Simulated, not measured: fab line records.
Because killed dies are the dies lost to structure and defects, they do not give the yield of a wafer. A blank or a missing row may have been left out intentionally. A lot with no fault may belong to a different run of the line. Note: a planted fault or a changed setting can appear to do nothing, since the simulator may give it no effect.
What tool caused it? / flow sky130 / 14 lots, 42 wafers sampled, at 3 steps of a route of 708

WHAT THE GAUGES SHOWED, per wafer
SKY_FIELD_ISO_THK_MEAS_25. Usual: FIELD_ISO_CVD_24_THK 596 nm, standard deviation 7.2.
lot=L381; measured=day 2 06:30; on=film_metro-01; FIELD_ISO_CVD_24_THK (nm)=598 599 601; flag=
lot=L382; measured=day 2 15:02; on=film_metro-01; FIELD_ISO_CVD_24_THK (nm)=599 601 599; flag=
lot=L384; measured=day 2 23:00; on=film_metro-04; FIELD_ISO_CVD_24_THK (nm)=584 594 583; flag=
lot=L386; measured=day 3 10:32; on=film_metro-02; FIELD_ISO_CVD_24_THK (nm)=585 592 591; flag=
lot=L388; measured=day 3 20:35; on=film_metro-04; FIELD_ISO_CVD_24_THK (nm)=599 598 593; flag=
lot=L389; measured=day 4 00:25; on=film_metro-01; FIELD_ISO_CVD_24_THK (nm)=599 600 609; flag=
lot=L391; measured=day 4 10:01; on=film_metro-01; FIELD_ISO_CVD_24_THK (nm)=593 597 602; flag=
lot=L395; measured=day 5 09:17; on=film_metro-01; FIELD_ISO_CVD_24_THK (nm)=593 585 585; flag=
lot=L399; measured=day 6 05:34; on=film_metro-04; FIELD_ISO_CVD_24_THK (nm)=606 593 603; flag=
lot=L400; measured=day 6 10:41; on=film_metro-01; FIELD_ISO_CVD_24_THK (nm)=592 588 604; flag=
lot=L401; measured=day 6 15:19; on=film_metro-04; FIELD_ISO_CVD_24_THK (nm)=590 585 587; flag=
lot=L402; measured=day 6 22:16; on=film_metro-01; FIELD_ISO_CVD_24_THK (nm)=581 591 586; flag=
lot=L403; measured=day 7 03:48; on=film_metro-02; FIELD_ISO_CVD_24_THK (nm)=601 593 597; flag=
lot=L404; measured=day 7 12:11; on=film_metro-02; FIELD_ISO_CVD_24_THK (nm)=604 584 610; flag=

SKY_SONOS_ONO_CD_MEAS_13: the cd target is 410 nm. Usual: cd_nm reads 409.3 nm (standard deviation 2.3).
lot=L381; measured=day 12 19:54; on=cd_sem-02; cd_nm (nm)=405.5 409.0 407.1; flag=
lot=L382; measured=day 13 05:27; on=cd_sem-02; cd_nm (nm)=408.9 407.6 409.5; flag=
lot=L384; measured=day 13 19:00; on=cd_sem-02; cd_nm (nm)=412.1 408.0 413.2; flag=
lot=L386; measured=day 14 09:12; on=cd_sem-02; cd_nm (nm)=408.1 410.4 411.7; flag=
lot=L388; measured=day 15 10:05; on=cd_sem-01; cd_nm (nm)=411.0 411.0 411.2; flag=
lot=L389; measured=day 15 15:48; on=cd_sem-01; cd_nm (nm)=413.5 408.7 410.5; flag=
lot=L391; measured=day 16 00:09; on=cd_sem-02; cd_nm (nm)=406.3 407.4 407.5; flag=
lot=L395; measured=day 17 12:50; on=cd_sem-01; cd_nm (nm)=407.6 408.6 407.7; flag=
lot=L399; measured=day 18 20:11; on=cd_sem-01; cd_nm (nm)=408.2 410.0 408.8; flag=
lot=L400; measured=day 19 06:17; on=cd_sem-01; cd_nm (nm)=408.5 410.9 410.7; flag=
lot=L401; measured=day 19 14:26; on=cd_sem-01; cd_nm (nm)=409.7 408.5 412.8; flag=
lot=L402; measured=day 20 07:02; on=cd_sem-02; cd_nm (nm)=410.4 410.1 411.3; flag=
lot=L403; measured=day 20 20:57; on=cd_sem-01; cd_nm (nm)=410.5 410.1 410.9; flag=
lot=L404; measured=day 21 07:28; on=cd_sem-01; cd_nm (nm)=406.6 407.3 406.0; flag=

WHICH TOOL RAN EACH LOT (tool, then ch and the chambers of the sampled wafers, then the start)
lot=L381; SKY_SONOS_TUNNEL_IMPLANT_09=implanter-04 ch 0, day 11 14:09
lot=L382; SKY_SONOS_TUNNEL_IMPLANT_09=implanter-01 ch 0, day 12 00:43
lot=L384; SKY_SONOS_TUNNEL_IMPLANT_09=implanter-03 ch 0, day 12 11:25
lot=L386; SKY_SONOS_TUNNEL_IMPLANT_09=implanter-01 ch 0, day 13 02:46
lot=L388; SKY_SONOS_TUNNEL_IMPLANT_09=implanter-04 ch 0, day 13 18:40
lot=L389; SKY_SONOS_TUNNEL_IMPLANT_09=implanter-04 ch 0, day 14 03:55
lot=L391; SKY_SONOS_TUNNEL_IMPLANT_09=implanter-04 ch 0, day 14 15:25
lot=L395; SKY_SONOS_TUNNEL_IMPLANT_09=implanter-04 ch 0, day 16 01:43
lot=L399; SKY_SONOS_TUNNEL_IMPLANT_09=implanter-01 ch 0, day 17 10:32
lot=L400; SKY_SONOS_TUNNEL_IMPLANT_09=implanter-01 ch 0, day 17 19:30
lot=L401; SKY_SONOS_TUNNEL_IMPLANT_09=implanter-03 ch 0, day 18 02:15
lot=L402; SKY_SONOS_TUNNEL_IMPLANT_09=implanter-03 ch 0, day 18 20:01
lot=L403; SKY_SONOS_TUNNEL_IMPLANT_09=implanter-03 ch 0, day 19 10:40
lot=L404; SKY_SONOS_TUNNEL_IMPLANT_09=implanter-04 ch 0, day 19 19:19
- SKY_SONOS_TUNNEL_IMPLANT_09

WHAT THE TOOLS THEMSELVES READ (means of the sampled wafers that have a number; where no wafer has one, the mark that the record gives instead)
SKY_SONOS_TUNNEL_IMPLANT_09. Usual: beam_energy_keV reads 20.000 (standard deviation 0.0069).
lot=L381 tool=implanter-04 beam_energy_keV=19.999 flag=
lot=L382 tool=implanter-01 beam_energy_keV=19.992 flag=
lot=L384 tool=implanter-03 beam_energy_keV=19.997 flag=
lot=L386 tool=implanter-01 beam_energy_keV=20.006 flag=
lot=L388 tool=implanter-04 beam_energy_keV=20.007 flag=
lot=L389 tool=implanter-04 beam_energy_keV=20.001 flag=
lot=L391 tool=implanter-04 beam_energy_keV=21.271 flag=OFF
lot=L395 tool=implanter-04 beam_energy_keV=21.268 flag=OFF
lot=L399 tool=implanter-01 beam_energy_keV=19.996 flag=
lot=L400 tool=implanter-01 beam_energy_keV=19.993 flag=
lot=L401 tool=implanter-03 beam_energy_keV=20.003 flag=
lot=L402 tool=implanter-03 beam_energy_keV=20.010 flag=
lot=L403 tool=implanter-03 beam_energy_keV=20.002 flag=
lot=L404 tool=implanter-04 beam_energy_keV=20.006 flag=

THE ANSWER, worked out from the rows above alone
Rule: take the mean of a lot's wafers that have a number; if it is more than 3 standard deviations from the usual mean, the lot is off. Also off: a lot with no number at a reading for which 4 or more lots have one. Any other lot the step has rows for is counted as sound. The gauges are gone through in route order, then the tools' own readings, and for those a lot's mean is taken as printed above. The first step at which some lot is off is used, and at that step the reading that is off furthest; a lot without a number counts as furthest.
Off, at SKY_SONOS_TUNNEL_IMPLANT_09 on beam_energy_keV: L391, L395.
If a tool, at that step or one of the process steps before it, ran each lot that is off and ran no sound lot following the first of them, it fits. Of those tried, none fits.

WHAT THE SIMULATOR HAD INSERTED
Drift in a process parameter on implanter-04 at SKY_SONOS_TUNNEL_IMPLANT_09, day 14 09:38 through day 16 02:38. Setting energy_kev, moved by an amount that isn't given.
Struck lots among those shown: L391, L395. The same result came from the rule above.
